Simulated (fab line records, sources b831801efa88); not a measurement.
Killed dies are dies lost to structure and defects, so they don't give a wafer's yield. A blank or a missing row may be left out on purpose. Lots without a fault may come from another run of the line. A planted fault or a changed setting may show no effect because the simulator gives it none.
Which tool did it? | flow sky130 | 13 lots, 39 wafers sampled, at 3 steps of a route of 708

WHAT THE GAUGES READ, wafer by wafer
SKY_VIA4_THK_MEAS_01.
lot  | measured     | on            | VIA4_HDPCVD_THK (nm)
L619 | day 43 06:02 | film_metro-02 | 1767 1746 1777
L620 | day 43 10:36 | film_metro-02 | 1741 1721 1746
L621 | day 43 13:02 | film_metro-04 | 1749 1726 1746
L622 | day 44 06:02 | film_metro-03 | 1747 1766 1758
L626 | day 45 09:17 | film_metro-04 | 1763 1752 1777
L627 | day 45 12:06 | film_metro-04 | 1742 1779 1754
L634 | day 47 05:34 | film_metro-03 | 1744 1758 1727
L635 | day 47 06:31 | film_metro-03 | 1776 1738 1747
L636 | day 47 12:38 | film_metro-02 | 1724 1758 1745
L637 | day 47 14:09 | film_metro-03 | 1733 1737 1731
L638 | day 48 04:36 | film_metro-04 | 1752 1770 1754
L639 | day 48 04:54 | film_metro-03 | 1736 1745 1745
L642 | day 49 01:42 | film_metro-02 | 1730 1764 1742

SKY_VIA4_BOW_MEAS_03.
lot  | measured     | on            | VIA4_BOW (um)
L619 | day 43 06:25 | film_metro-03 | 88 80 99
L620 | day 43 10:59 | film_metro-03 | 77 81 79
L621 | day 43 13:23 | film_metro-02 | 91 92 84
L622 | day 44 06:23 | film_metro-02 | 80 78 89
L626 | day 45 09:40 | film_metro-04 | 80 82 70
L627 | day 45 12:28 | film_metro-03 | 83 72 69
L634 | day 47 05:58 | film_metro-02 | 74 91 76
L635 | day 47 06:55 | film_metro-03 | 73 76 70
L636 | day 47 13:00 | film_metro-03 | 80 79 98
L637 | day 47 14:32 | film_metro-02 | 78 97 83
L638 | day 48 04:58 | film_metro-02 | 80 89 87
L639 | day 48 05:17 | film_metro-04 | 82 82 81
L642 | day 49 02:04 | film_metro-02 | 88 88 93

WHICH TOOL RAN EACH LOT (tool, then ch and the chambers of the sampled wafers, then the start)
lot  | SKY_POLY_CUT_ETCH_11
L619 | rie_diel-04 ch 0,2, day 25 09:13
L620 | rie_diel-04 ch 0,3, day 25 12:53
L621 | rie_diel-03 ch 1,2,3, day 25 21:13
L622 | rie_diel-04 ch 2,3, day 26 15:13
L626 | rie_diel-02 ch 0,1,2, day 28 02:32
L627 | rie_diel-04 ch 0,1,2, day 28 03:31
L634 | rie_diel-04 ch 0,1,2, day 30 12:31
L635 | rie_diel-04 ch 1,2, day 30 15:25
L636 | rie_diel-03 ch 0,2,3, day 30 22:46
L637 | rie_diel-04 ch 0,2,3, day 31 00:01
L638 | rie_diel-04 ch 0,1,3, day 31 17:47
L639 | rie_diel-02 ch 0,2,3, day 31 21:52
L642 | rie_diel-02 ch 1,2, day 32 23:17
- SKY_POLY_CUT_ETCH_11: etches Si3N4 in CF4/CH2F2/Ar, stops on poly-Si, time 42.5 s, target depth 60 nm.

WHAT THE TOOLS THEMSELVES READ (means of the sampled wafers that have a number; where no wafer has one, the mark that the record gives instead)
SKY_POLY_CUT_ETCH_11.
lot  | tool        | cf4_flow_sccm (sccm) | drypump_motor_current_A (A) | oes_product_au (a.u.) | throttle_valve_pct (%)
L619 | rie_diel-04 | 39.98                | 5.4                         | 0.833                 | 14.994
L620 | rie_diel-04 | 39.88                | 5.9                         | 0.838                 | 14.991
L621 | rie_diel-03 | 39.98                | 5.6                         | 0.833                 | 14.993
L622 | rie_diel-04 | 39.98                | 5.9                         | 0.835                 | 14.989
L626 | rie_diel-02 | 40.11                | 5.8                         | 0.836                 | 14.995
L627 | rie_diel-04 | 39.93                | 5.5                         | 0.836                 | 14.994
L634 | rie_diel-04 | 39.93                | 5.5                         | 0.829                 | 14.986
L635 | rie_diel-04 | 39.97                | 5.7                         | 0.826                 | 14.993
L636 | rie_diel-03 | 39.98                | 5.8                         | 0.829                 | 15.002
L637 | rie_diel-04 | 40.06                | 5.7                         | 0.829                 | 14.989
L638 | rie_diel-04 | 40.17                | 5.8                         | 0.834                 | 14.995
L639 | rie_diel-02 | 40.00                | 6.0                         | 0.824                 | 14.995
L642 | rie_diel-02 | 39.99                | 6.2                         | 0.824                 | 14.997

THE ANSWER, worked out from the rows above alone
Rule: what is usual is taken from the lots themselves. Put in order of their means at a reading, lots are off if they are a third of the lots or fewer, leave a main group of 4 or more, and stand apart from it by a gap of 3 or more times the standard deviation of the main group's means; of several such gaps the widest counts. A main group whose means are all the same, to the digits that the tables above print for the reading, isn't used. A lot without any number at a reading at which 4 lots or more have one is off too. The other lots that the step has rows for count as sound. The gauges are gone through in route order, then the tools' own readings, and for those a lot's mean is taken as printed above. The first step at which some lot is off is used, and at that step the reading that is off furthest; a lot without a number counts as furthest.
No lot is off at any reading shown: from this, nothing can be told.

WHAT THE SIMULATOR HAD PUT IN
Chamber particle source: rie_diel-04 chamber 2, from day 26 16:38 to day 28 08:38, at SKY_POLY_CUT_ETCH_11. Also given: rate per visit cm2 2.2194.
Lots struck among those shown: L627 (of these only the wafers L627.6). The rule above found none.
